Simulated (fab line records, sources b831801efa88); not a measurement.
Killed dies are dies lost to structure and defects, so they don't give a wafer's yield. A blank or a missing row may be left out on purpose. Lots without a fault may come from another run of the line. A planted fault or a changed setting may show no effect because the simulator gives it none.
fab line records | flow gf180mcu
record lots=24 wafers=72 last_day=34
route steps=602 shown V1@358 V2@397 M3@410
lots that met no fault: from a run of the same line without faults
start_h: hours from the record's first day to the start of the lot's first wafer shown | wait_h: hours since the lot's step before | " the same as in the row above | L1.1+2: a row that stands for several wafers | - no value, or no start given | * or withheld: withheld | < > ~ a bound
route shown NAME@n: a module of which the file shows steps, and the number in the route of the first | usual: mean/standard deviation of fault-free wafers | same: alike in all rows | chamber/n: place in a boat | sites: the reading at each site | _std_site: their standard deviation | _edge_site: outer sites' mean less inner sites' | radius_mm: how far each site lies from the wafer's centre | mask NAME#n: copy n | behind: the tool/chamber that last shaped the wafer | hold: why the lot was held/for how many hours/how that ended | device: the transistor (n, p or np) that didn't switch | end of line: the same wafers' tests at the end of the route | a step without rows: its recipe alone | killed: dies lost to structure and defects at the first sort, not the wafer's yield | map: a wafer's dies, x killed, . not, _ none there
set.NAME: the setting as run; set.NAME@STEP: as run at that earlier step | model.NAME: the simulator's own value behind a step, which no gauge read
steps of the route over a sample of lots; a table a step, a row a wafer
services: from which hour (start_h, from the record's first day; less than 0 if before it) a tool's chamber was out of use, for how many hours, and why
## steps
# step GF_V1_CVD_23
# recipe material=W target_thk_nm=350 time_s=105.05 temp_c=400 pressure_torr=40
# usual chamber_pressure_Torr=40.01/0.094 heater_power_w=867/120
# columns lot.wafer tool chamber start_h wait_h chamber_pressure_Torr heater_power_w
L074.3 cvd_w-02 0 418.11 0.1 39.99 712
L074.5 " 1 " " 40.00 1023
L074.6 " 0 " " 40.06 716
L075.1 cvd_w-01 1 421.85 0.0 39.95 752
L075.2 " 0 " " 39.95 927
L075.5 " 1 " " 40.04 775
L076.1 cvd_w-01 0 434.67 0.0 39.99 938
L076.2 " 1 " " 39.94 778
L076.5 " 0 " " 40.00 968
L077.1 cvd_w-01 1 439.62 0.0 39.99 766
L077.3 " 1 " " 40.17 758
L077.5 " 0 " " 39.90 937
L078.2 cvd_w-02 0 447.93 0.0 40.02 712
L078.3 " 1 " " 40.10 1055
L078.5 " 1 " " 40.06 1032
L079.1 cvd_w-01 1 458.33 0.0 40.12 772
L079.3 " 1 " " 39.99 783
L079.6 " 0 " " 40.04 950
L080.2 cvd_w-02 0 467.49 0.0 39.93 719
L080.5 " 0 " " 40.02 740
L080.6 " 1 " " 39.93 1035
L081.2 cvd_w-01 0 481.68 0.0 39.82 954
L081.4 " 1 " " 39.99 776
L081.6 " 0 " " 39.96 937
L082.1 cvd_w-01 0 493.17 0.0 39.96 923
L082.3 " 0 " " 39.97 972
L082.6 " 1 " " 39.97 769
L083.2 cvd_w-01 0 498.45 0.0 40.08 972
L083.3 " 1 " " 39.98 733
L083.6 " 1 " " 39.91 761
L084.4 cvd_w-01 1 504.61 0.1 40.07 776
L084.5 " 0 " " 39.95 951
L084.6 " 1 " " 39.90 781
L085.1 cvd_w-02 0 515.85 0.0 40.13 725
L085.3 " 1 " " 40.05 1036
L085.4 " 0 " " 40.09 726
L086.1 cvd_w-02 0 524.69 0.0 39.81 727
L086.2 " 1 " " 40.09 1051
L086.3 " 1 " " 40.14 1063
L087.1 cvd_w-01 1 529.04 0.0 40.00 762
L087.3 " 1 " " 40.12 770
L087.6 " 0 " " 40.13 943
L088.4 cvd_w-02 0 542.38 0.1 40.11 723
L088.5 " 0 " " 40.06 740
L088.6 " 1 " " 40.21 1048
L089.3 cvd_w-01 1 549.34 0.1 39.92 768
L089.4 " 0 " " 40.10 957
L089.6 " 1 " " 39.99 761
L090.2 cvd_w-01 0 558.95 0.0 40.11 970
L090.3 " 0 " " 40.05 945
L090.6 " 0 " " 40.11 933
L091.3 cvd_w-01 0 563.06 0.1 39.98 953
L091.5 " 0 " " 39.94 940
L091.6 " 1 " " 39.91 771
L092.3 cvd_w-01 1 569.41 0.1 39.97 749
L092.4 " 0 " " 40.05 965
L092.6 " 0 " " 40.14 949
L093.1 cvd_w-02 0 574.42 0.0 40.10 707
L093.5 " 1 " " 40.01 1058
L093.6 " 0 " " 39.88 712
L094.1 cvd_w-02 0 584.07 0.0 39.91 734
L094.2 " 1 " " 40.02 1063
L094.4 " 1 " " 39.94 1054
L095.1 cvd_w-02 1 589.54 0.0 39.99 1048
L095.4 " 1 " " 39.99 1083
L095.5 " 0 " " 40.06 726
L096.2 cvd_w-01 0 599.23 0.0 39.92 950
L096.4 " 1 " " 40.04 760
L096.5 " 1 " " 40.02 764
L097.1 cvd_w-01 1 603.96 0.0 40.16 778
L097.2 " 0 " " 40.09 960
L097.3 " 0 " " 40.07 966
# step GF_V1_RS_MEAS_24
# recipe thk_meas_gauge=four-point-probe reads=W_of_V1_CVD_23+TiN_of_V1_SPUTTER_22+Ti_of_V1_SPUTTER_21
# usual V1_W_RS=0.328/0.0036
# columns lot.wafer tool chamber start_h wait_h V1_W_RS[ohm/sq]
L074.3 film_metro-01 - 418.22 0.1 0.330
L074.5 " - " " 0.327
L074.6 " - " " 0.328
L075.1 film_metro-04 - 421.96 0.1 0.330
L075.2 " - " " 0.321
L075.5 " - " " 0.328
L076.1 film_metro-04 - 434.78 0.1 0.324
L076.2 " - " " 0.331
L076.5 " - " " 0.322
L077.1 film_metro-01 - 439.73 0.1 0.322
L077.3 " - " " 0.328
L077.5 " - " " 0.321
L078.2 film_metro-04 - 448.06 0.1 0.337
L078.3 " - " " 0.333
L078.5 " - " " 0.335
L079.1 film_metro-02 - 458.44 0.1 0.326
L079.3 " - " " 0.329
L079.6 " - " " 0.325
L080.2 film_metro-02 - 467.62 0.1 0.326
L080.5 " - " " 0.329
L080.6 " - " " 0.325
L081.2 film_metro-01 - 481.81 0.1 0.332
L081.4 " - " " 0.330
L081.6 " - " " 0.330
L082.1 film_metro-02 - 493.28 0.1 0.327
L082.3 " - " " 0.329
L082.6 " - " " 0.328
L083.2 film_metro-02 - 498.58 0.1 0.326
L083.3 " - " " 0.328
L083.6 " - " " 0.328
L084.4 film_metro-04 - 504.74 0.1 0.323
L084.5 " - " " 0.325
L084.6 " - " " 0.323
L085.1 film_metro-04 - 515.96 0.1 0.328
L085.3 " - " " 0.331
L085.4 " - " " 0.329
L086.1 film_metro-04 - 524.80 0.1 0.330
L086.2 " - " " 0.330
L086.3 " - " " 0.327
L087.1 film_metro-04 - 529.15 0.1 0.333
L087.3 " - " " 0.333
L087.6 " - " " 0.329
L088.4 film_metro-02 - 542.51 0.1 0.333
L088.5 " - " " 0.331
L088.6 " - " " 0.334
L089.3 film_metro-02 - 549.45 0.1 0.331
L089.4 " - " " 0.328
L089.6 " - " " 0.334
L090.2 film_metro-02 - 559.08 0.1 0.329
L090.3 " - " " 0.331
L090.6 " - " " 0.326
L091.3 film_metro-01 - 563.17 0.1 0.328
L091.5 " - " " 0.324
L091.6 " - " " 0.330
L092.3 film_metro-02 - 569.53 0.1 0.332
L092.4 " - " " 0.329
L092.6 " - " " 0.329
L093.1 film_metro-01 - 574.53 0.1 0.327
L093.5 " - " " 0.328
L093.6 " - " " 0.327
L094.1 film_metro-02 - 584.18 0.1 0.328
L094.2 " - " " 0.325
L094.4 " - " " 0.326
L095.1 film_metro-01 - 589.65 0.1 0.325
L095.4 " - " " 0.330
L095.5 " - " " 0.326
L096.2 film_metro-01 - 599.36 0.1 0.321
L096.4 " - " " 0.325
L096.5 " - " " 0.322
L097.1 film_metro-02 - 604.07 0.1 0.326
L097.2 " - " " 0.323
L097.3 " - " " 0.324
# step GF_V2_OVL_MEAS_15
# usual V2_OVL=-2/5.9
# columns lot.wafer tool chamber start_h wait_h V2_OVL[nm]
L074.3 overlay-02 - 469.03 0.1 -6
L074.5 " - " " -4
L074.6 " - " " 0
L075.1 overlay-02 - 472.52 0.1 0
L075.2 " - " " -9
L075.5 " - " " 5
L076.1 overlay-02 - 485.32 0.1 -3
L076.2 " - " " 3
L076.5 " - " " -8
L077.1 overlay-01 - 490.87 0.1 3
L077.3 " - " " 2
L077.5 " - " " 10
L078.2 overlay-02 - 498.03 0.1 -2
L078.3 " - " " -9
L078.5 " - " " -6
L079.1 overlay-01 - 508.52 0.1 5
L079.3 " - " " 4
L079.6 " - " " 4
L080.2 overlay-01 - 518.38 0.1 0
L080.5 " - " " 5
L080.6 " - " " -6
L081.2 overlay-02 - 530.93 0.1 2
L081.4 " - " " -7
L081.6 " - " " 1
L082.1 overlay-02 - 542.67 0.1 1
L082.3 " - " " -5
L082.6 " - " " -3
L083.2 overlay-02 - 545.78 0.1 -5
L083.3 " - " " -2
L083.6 " - " " -9
L084.4 overlay-01 - 553.19 0.1 -3
L084.5 " - " " -4
L084.6 " - " " -9
L085.1 overlay-01 - 563.97 0.1 2
L085.3 " - " " 3
L085.4 " - " " -7
L086.1 overlay-01 - 572.77 0.1 5
L086.2 " - " " -5
L086.3 " - " " 7
L087.1 overlay-02 - 576.17 0.1 -11
L087.3 " - " " -9
L087.6 " - " " -3
L088.4 overlay-01 - 588.29 0.1 7
L088.5 " - " " 2
L088.6 " - " " 2
L089.3 overlay-01 - 594.43 0.1 -15
L089.4 " - " " -8
L089.6 " - " " -6
L090.2 overlay-01 - 604.23 0.1 5
L090.3 " - " " -2
L090.6 " - " " -2
L091.3 overlay-01 - 607.08 0.1 4
L091.5 " - " " 12
L091.6 " - " " 4
L092.3 overlay-01 - 614.58 0.1 10
L092.4 " - " " 5
L092.6 " - " " -4
L093.1 overlay-01 - 618.62 0.1 6
L093.5 " - " " -3
L093.6 " - " " 5
L094.1 overlay-01 - 627.77 0.1 -10
L094.2 " - " " 0
L094.4 " - " " -4
L095.1 overlay-01 - 633.82 0.1 2
L095.4 " - " " -5
L095.5 " - " " 6
L096.2 overlay-02 - 643.08 0.1 -16
L096.4 " - " " -13
L096.5 " - " " -12
L097.1 overlay-01 - 646.42 0.1 -4
L097.2 " - " " -7
L097.3 " - " " -2
# step GF_V2_ETCH_16
# recipe chemistry=N2/H2 target_depth_a=withheld overetch_a=withheld time_s=withheld target=BARC ion_energy_ev=200 source_w=500 bias_w=100 pressure_mtorr=30 n2_flow_sccm=100 h2_flow_sccm=200
# usual chamber_pressure_mTorr=29.999/0.026 drypump_motor_current_A=5.6/0.38 oes_product_au=0.854/0.004 throttle_valve_pct=13.224/0.008
# columns lot.wafer tool chamber start_h wait_h chamber_pressure_mTorr drypump_motor_current_A oes_product_au throttle_valve_pct
L074.3 rie_diel-01 1 469.06 0.0 30.040 5.7 0.855 13.217
L074.5 " 1 " " 30.007 5.7 0.856 13.220
L074.6 " 0 " " 30.007 6.0 0.856 13.221
L075.1 rie_diel-02 1 472.56 0.0 29.996 5.7 0.857 13.213
L075.2 " 3 " " 30.014 4.9 0.858 13.241
L075.5 " 1 " " 30.035 5.7 0.854 13.225
L076.1 rie_diel-02 2 485.36 0.0 29.992 5.4 0.850 13.217
L076.2 " 3 " " 29.988 5.0 0.850 13.218
L076.5 " 0 " " 30.011 5.5 0.851 13.216
L077.1 rie_diel-02 0 490.91 0.0 30.019 5.5 0.845 13.233
L077.3 " 3 " " 30.017 5.0 0.852 13.219
L077.5 " 0 " " 30.011 5.4 0.851 13.232
L078.2 rie_diel-03 3 498.06 0.0 30.019 5.9 0.857 13.212
L078.3 " 0 " " 29.988 6.5 0.857 13.225
L078.5 " 3 " " 29.948 5.9 0.850 13.233
L079.1 rie_diel-03 3 508.56 0.0 29.929 5.9 0.859 13.234
L079.3 " 1 " " 30.003 5.3 0.852 13.233
L079.6 " 2 " " 30.024 5.5 0.848 13.237
L080.2 rie_diel-01 3 518.41 0.0 30.014 5.4 0.852 13.232
L080.5 " 2 " " 30.039 5.6 0.865 13.211
L080.6 " 1 " " 29.999 5.7 0.852 13.223
L081.2 rie_diel-03 2 530.96 0.0 29.985 5.6 0.851 13.225
L081.4 " 3 " " 29.946 5.9 0.848 13.238
L081.6 " 2 " " 30.010 5.5 0.851 13.232
L082.1 rie_diel-01 2 542.71 0.0 30.007 5.6 0.858 13.217
L082.3 " 0 " " 30.001 5.9 0.855 13.229
L082.6 " 3 " " 29.995 5.4 0.861 13.223
L083.2 rie_diel-03 3 545.81 0.0 30.000 5.9 0.851 13.231
L083.3 " 0 " " 30.011 6.5 0.850 13.214
L083.6 " 0 " " 30.020 6.6 0.854 13.226
L084.4 rie_diel-01 3 553.23 0.0 30.008 5.4 0.857 13.215
L084.5 " 2 " " 29.950 5.6 0.852 13.221
L084.6 " 0 " " 29.978 5.9 0.858 13.217
L085.1 rie_diel-02 1 564.01 0.0 29.949 5.7 0.855 13.231
L085.3 " 3 " " 30.023 4.9 0.854 13.216
L085.4 " 0 " " 29.957 5.5 0.853 13.238
L086.1 rie_diel-03 1 572.81 0.0 30.008 5.2 0.850 13.224
L086.2 " 3 " " 30.012 5.9 0.856 13.200
L086.3 " 0 " " 29.981 6.6 0.858 13.229
L087.1 rie_diel-01 2 576.21 0.0 30.073 5.5 0.857 13.208
L087.3 " 3 " " 29.995 5.4 0.850 13.218
L087.6 " 0 " " 30.033 6.0 0.853 13.214
L088.4 rie_diel-03 0 588.31 0.0 30.008 6.5 0.854 13.219
L088.5 " 1 " " 29.975 5.2 0.850 13.231
L088.6 " 0 " " 30.004 6.5 0.852 13.234
L089.3 rie_diel-03 3 594.45 0.0 29.977 5.9 0.858 13.218
L089.4 " 2 " " 29.979 5.5 0.856 13.228
L089.6 " 3 " " 29.969 5.9 0.859 13.220
L090.2 rie_diel-01 1 604.26 0.0 30.012 5.7 0.838 13.226
L090.3 " 2 " " 29.986 5.6 0.857 13.221
L090.6 " 3 " " 29.957 5.4 0.849 13.225
L091.3 rie_diel-01 2 607.10 0.0 29.940 5.5 0.863 13.211
L091.5 " 0 " " 29.987 6.0 0.857 13.226
L091.6 " 3 " " 29.981 5.4 0.860 13.219
L092.3 rie_diel-02 3 614.60 0.0 29.955 4.9 0.854 13.210
L092.4 " 0 " " 29.990 5.5 0.854 13.218
L092.6 " 1 " " 30.010 5.6 0.853 13.218
L093.1 rie_diel-01 3 618.65 0.0 29.992 5.4 0.855 13.225
L093.5 " 2 " " 29.983 5.6 0.849 13.235
L093.6 " 3 " " 29.992 5.4 0.852 13.203
L094.1 rie_diel-01 2 627.81 0.0 30.002 5.5 0.857 13.223
L094.2 " 3 " " 29.993 5.4 0.852 13.221
L094.4 " 2 " " 29.986 5.6 0.858 13.225
L095.1 rie_diel-03 2 633.86 0.0 30.046 5.5 0.852 13.226
L095.4 " 1 " " 29.976 5.3 0.852 13.223
L095.5 " 0 " " 29.999 6.5 0.854 13.222
L096.2 rie_diel-01 1 643.11 0.0 30.022 5.7 0.852 13.217
L096.4 " 0 " " 29.994 5.9 0.856 13.214
L096.5 " 0 " " 29.979 5.9 0.860 13.235
L097.1 rie_diel-02 3 646.46 0.0 30.003 5.0 0.850 13.229
L097.2 " 0 " " 29.998 5.5 0.859 13.225
L097.3 " 1 " " 30.047 5.7 0.855 13.214
# step GF_V2_STRIP_18
# recipe chemistry=O2/N2 power_w=1400 pressure_mtorr=1500 platen_temp_c=250 o2_flow_sccm=3000 n2_flow_sccm=300 overash_fraction=0.5
# usual chamber_pressure_mTorr=1499.9/1.3 drypump_motor_current_A=5.5/0.35 heater_power_w=353/31 oes_product_au=0.591/0.0049
# columns lot.wafer tool chamber start_h wait_h chamber_pressure_mTorr drypump_motor_current_A heater_power_w oes_product_au rf_hours_counter_h
L074.3 plasma_asher-01 0 469.22 - 1502.0 5.4 340 0.591 -
L074.5 " 0 " " 1497.5 5.4 344 0.589 -
L074.6 " 1 " " 1497.9 5.1 369 0.590 -
L075.1 plasma_asher-01 0 472.69 - 1499.8 5.4 335 0.584 36
L075.2 " 1 " " 1500.6 5.2 361 0.592 36
L075.5 " 0 " " 1498.7 5.4 334 0.601 -
L076.1 plasma_asher-02 1 485.49 - 1499.2 5.2 356 0.601 85
L076.2 " 0 " " 1500.2 6.2 364 0.594 85
L076.5 " 0 " " 1498.6 6.2 362 0.590 -
L077.1 plasma_asher-01 1 491.04 - 1499.6 5.1 358 0.594 37
L077.3 " 0 " " 1500.4 5.4 339 0.593 -
L077.5 " 1 " " 1499.3 5.1 364 0.593 -
L078.2 plasma_asher-01 0 498.19 - 1499.8 5.4 336 0.591 38
L078.3 " 0 " " 1499.1 5.4 334 0.595 -
L078.5 " 1 " " 1499.5 5.2 358 0.591 -
L079.1 plasma_asher-02 0 508.69 - 1499.8 6.2 360 0.591 87
L079.3 " 1 " " 1498.8 5.3 353 0.595 -
L079.6 " 0 " " 1501.1 6.2 361 0.589 -
L080.2 plasma_asher-02 0 518.53 - 1501.8 6.2 357 0.587 88
L080.5 " 0 " " 1501.0 6.2 364 0.582 -
L080.6 " 1 " " 1500.7 5.3 354 0.590 -
L081.2 plasma_asher-02 1 531.08 - 1499.4 5.3 359 0.593 90
L081.4 " 0 " " 1500.9 6.2 354 0.600 -
L081.6 " 1 " " 1498.5 5.3 358 0.594 -
L082.1 plasma_asher-03 1 542.83 - 1500.4 5.6 274 0.596 12
L082.3 " 0 " " 1498.1 5.5 439 0.592 -
L082.6 " 0 " " 1500.7 5.5 433 0.594 -
L083.2 plasma_asher-03 1 545.94 - 1499.6 5.6 271 0.590 12
L083.3 " 0 " " 1498.5 5.5 439 0.587 -
L083.6 " 1 " " 1499.5 5.6 272 0.589 -
L084.4 plasma_asher-01 0 553.37 - 1500.8 5.4 341 0.593 -
L084.5 " 0 " " 1497.1 5.4 338 0.602 -
L084.6 " 1 " " 1498.2 5.1 362 0.592 -
L085.1 plasma_asher-02 0 564.14 - 1501.8 6.2 364 0.584 93
L085.3 " 1 " " 1501.1 5.3 362 0.590 -
L085.4 " 0 " " 1501.7 6.2 358 0.591 -
L086.1 plasma_asher-01 0 572.94 - 1498.6 5.4 336 0.594 46
L086.2 " 1 " " 1499.0 5.1 359 0.581 46
L086.3 " 0 " " 1497.8 5.4 338 0.591 -
L087.1 plasma_asher-01 1 576.34 - 1501.0 5.2 358 0.591 46
L087.3 " 1 " " 1498.7 5.2 368 0.587 -
L087.6 " 0 " " 1502.4 5.4 338 0.596 -
L088.4 plasma_asher-02 0 588.47 - 1502.2 6.2 361 0.595 -
L088.5 " 0 " " 1501.1 6.2 353 0.585 -
L088.6 " 1 " " 1499.0 5.3 350 0.582 -
L089.3 plasma_asher-01 0 594.62 - 1501.1 5.4 333 0.584 -
L089.4 " 1 " " 1499.9 5.1 361 0.588 -
L089.6 " 1 " " 1498.7 5.1 362 0.589 -
L090.2 plasma_asher-02 0 604.38 - 1501.3 6.2 362 0.589 98
L090.3 " 0 " " 1501.0 6.2 363 0.587 -
L090.6 " 0 " " 1500.3 6.2 356 0.585 -
L091.3 plasma_asher-01 1 607.27 - 1499.9 5.2 364 0.589 -
L091.5 " 1 " " 1500.2 5.2 367 0.591 -
L091.6 " 0 " " 1499.8 5.4 338 0.586 -
L092.3 plasma_asher-01 0 614.77 - 1501.0 5.4 332 0.596 -
L092.4 " 1 " " 1498.4 5.2 356 0.594 -
L092.6 " 1 " " 1497.2 5.2 366 0.594 -
L093.1 plasma_asher-02 0 618.78 - 1500.3 6.2 354 0.601 101
L093.5 " 1 " " 1499.3 5.3 362 0.590 -
L093.6 " 0 " " 1502.7 6.2 350 0.591 -
L094.1 plasma_asher-01 0 627.93 - 1500.8 5.4 334 0.587 53
L094.2 " 1 " " 1500.2 5.2 364 0.595 53
L094.4 " 1 " " 1499.3 5.2 353 0.596 -
L095.1 plasma_asher-03 1 633.98 - 1497.4 5.6 265 0.595 20
L095.4 " 0 " " 1500.9 5.5 449 0.593 -
L095.5 " 0 " " 1499.3 5.5 435 0.593 -
L096.2 plasma_asher-01 1 643.24 - 1498.8 5.2 358 0.591 54
L096.4 " 1 " " 1500.7 5.2 352 0.598 -
L096.5 " 0 " " 1499.8 5.4 330 0.591 -
L097.1 plasma_asher-01 1 646.59 - 1498.0 5.1 349 0.590 55
L097.2 " 0 " " 1499.1 5.4 334 0.588 55
L097.3 " 0 " " 1501.4 5.4 333 0.583 -
# step GF_M3_SPUTTER_01
# recipe material=TiN target_thk_nm=30 power_w=6500 time_s=25 chamber_pressure_pa=0.4
# usual throttle_valve_pct=30.1/0.97
# columns lot.wafer tool chamber start_h wait_h throttle_valve_pct
L074.3 pvd_sputter-02 - 470.51 0.1 29.5
L074.5 " - " " 29.5
L074.6 " - " " 29.8
L075.1 pvd_sputter-03 - 474.01 0.1 29.7
L075.2 " - " " 28.9
L075.5 " - " " 28.6
L076.1 pvd_sputter-02 - 486.81 0.1 31.4
L076.2 " - " " 29.5
L076.5 " - " " 29.2
L077.1 pvd_sputter-01 - 492.36 0.1 31.1
L077.3 " - " " 31.7
L077.5 " - " " 31.6
L078.2 pvd_sputter-03 - 499.51 0.1 28.8
L078.3 " - " " 30.9
L078.5 " - " " 28.6
L079.1 pvd_sputter-02 - 510.01 0.1 29.9
L079.3 " - " " 31.8
L079.6 " - " " 29.2
L080.2 pvd_sputter-02 - 519.86 0.1 29.7
L080.5 " - " " 29.9
L080.6 " - " " 29.3
L081.2 pvd_sputter-02 - 532.41 0.1 29.5
L081.4 " - " " 29.8
L081.6 " - " " 29.3
L082.1 pvd_sputter-01 - 544.28 0.1 30.6
L082.3 " - " " 31.6
L082.6 " - " " 29.4
L083.2 pvd_sputter-02 - 547.26 0.1 29.9
L083.3 " - " " 31.7
L083.6 " - " " 29.6
L084.4 pvd_sputter-02 - 554.67 0.1 29.4
L084.5 " - " " 29.8
L084.6 " - " " 31.5
L085.1 pvd_sputter-02 - 565.58 0.1 29.0
L085.3 " - " " 29.7
L085.4 " - " " 29.5
L086.1 pvd_sputter-02 - 574.30 0.1 31.4
L086.2 " - " " 29.6
L086.3 " - " " 29.0
L087.1 pvd_sputter-03 - 577.73 0.1 30.5
L087.3 " - " " 28.5
L087.6 " - " " 31.0
L088.4 pvd_sputter-02 - 589.78 0.0 31.8
L088.5 " - " " 29.5
L088.6 " - " " 29.4
L089.3 pvd_sputter-02 - 595.91 0.1 29.1
L089.4 " - " " 31.5
L089.6 " - " " 29.8
L090.2 pvd_sputter-01 - 606.05 0.1 29.1
L090.3 " - " " 30.9
L090.6 " - " " 29.2
L091.3 pvd_sputter-03 - 608.90 0.1 30.0
L091.5 " - " " 28.6
L091.6 " - " " 30.5
L092.3 pvd_sputter-01 - 616.40 0.1 31.0
L092.4 " - " " 30.5
L092.6 " - " " 31.5
L093.1 pvd_sputter-02 - 620.14 0.1 29.7
L093.5 " - " " 31.5
L093.6 " - " " 29.2
L094.1 pvd_sputter-02 - 629.26 0.1 29.5
L094.2 " - " " 29.7
L094.4 " - " " 31.4
L095.1 pvd_sputter-01 - 635.82 0.1 31.5
L095.4 " - " " 31.2
L095.5 " - " " 31.3
L096.2 pvd_sputter-02 - 644.70 0.1 29.7
L096.4 " - " " 31.4
L096.5 " - " " 30.0
L097.1 pvd_sputter-01 - 647.95 0.1 31.1
L097.2 " - " " 29.8
L097.3 " - " " 30.8
## services
# columns tool chamber start_h hours kind
cvd_w-02 - 404.00 2.8 pm
rie_diel-03 - 405.32 1.6 repair
rie_diel-01 - 413.56 14.6 pm
cvd_w-02 - 423.42 0.6 repair
rie_diel-01 - 431.93 1.4 repair
pvd_sputter-02 - 433.17 1.2 repair
plasma_asher-02 - 441.66 4.6 repair
plasma_asher-02 - 454.66 0.4 repair
rie_diel-03 - 455.65 15.6 pm
plasma_asher-01 - 477.67 0.6 repair
rie_diel-01 - 483.47 17.3 repair
rie_diel-01 1 527.00 32.6 repair
plasma_asher-01 - 527.28 2.4 repair
pvd_sputter-02 - 540.59 3.0 repair
rie_diel-03 - 541.96 0.6 repair
rie_diel-01 0 554.50 4.9 repair
cvd_w-02 1 564.72 4.3 repair
rie_diel-01 3 565.13 5.8 repair
pvd_sputter-02 - 578.17 2.2 repair
rie_diel-01 1 580.11 4.4 repair
cvd_w-01 - 584.02 14.6 pm
pvd_sputter-02 - 597.46 14.0 repair
rie_diel-01 0 620.30 9.3 repair
rie_diel-01 3 632.60 2.4 repair
## key
fault none
